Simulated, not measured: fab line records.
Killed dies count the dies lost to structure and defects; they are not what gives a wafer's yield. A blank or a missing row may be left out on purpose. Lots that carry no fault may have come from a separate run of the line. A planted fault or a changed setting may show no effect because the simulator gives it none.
Which tool did it?	flow sky130	7 lots, 21 wafers sampled, at 2 steps of a route of 708

WHAT EACH GAUGE READ, for each wafer
SKY_PWDE_TW_MEAS_10.
lot	measured	on	PWDE_TW
L624	day 4 03:10	film_metro-01	370.5 371.0 372.3
L628	day 5 02:56	film_metro-01	375.3 372.4 372.2
L630	day 5 12:17	film_metro-01	372.6 371.9 371.5
L632	day 5 21:26	film_metro-01	372.2 372.9 374.0
L634	day 6 09:44	film_metro-01	375.0 376.0 373.6
L637	day 7 06:43	film_metro-02	377.3 370.8 376.8

TOOL THAT RAN EACH LOT (tool first, then ch and the chambers of the sampled wafers, then the start)
lot	SKY_FIELD_ISO_EXPOSE_10
L624	krf_scanner-02 ch 0, day 2 02:37
L628	krf_scanner-02 ch 0, day 2 23:18
L630	krf_scanner-01 ch 0, day 3 11:13
L632	krf_scanner-02 ch 0, day 3 19:31
L634	krf_scanner-02 ch 0, day 4 06:27
L637	krf_scanner-02 ch 0, day 4 22:52
L639	krf_scanner-01, day 5 06:23
- SKY_FIELD_ISO_EXPOSE_10: exposes mask FOM, target cd 150 nm.

THE ANSWER, worked out from the rows above alone
Rule: usual is defined by the lots themselves. Put in order of their means at a reading, lots are off if they are a third of the lots or fewer, leave a main group of 4 or more, and stand apart from it by a gap of 3 or more times the standard deviation of the main group's means; of several such gaps the widest counts. A main group whose means are all the same, to the digits that the tables above print for the reading, isn't used. A lot without any number at a reading at which 4 lots or more have one is off too. Any other lot the step has rows for is counted as sound.
Across all readings shown, no lot is off: no conclusion can be drawn from this.

WHAT HAD BEEN PUT IN BY THE SIMULATOR
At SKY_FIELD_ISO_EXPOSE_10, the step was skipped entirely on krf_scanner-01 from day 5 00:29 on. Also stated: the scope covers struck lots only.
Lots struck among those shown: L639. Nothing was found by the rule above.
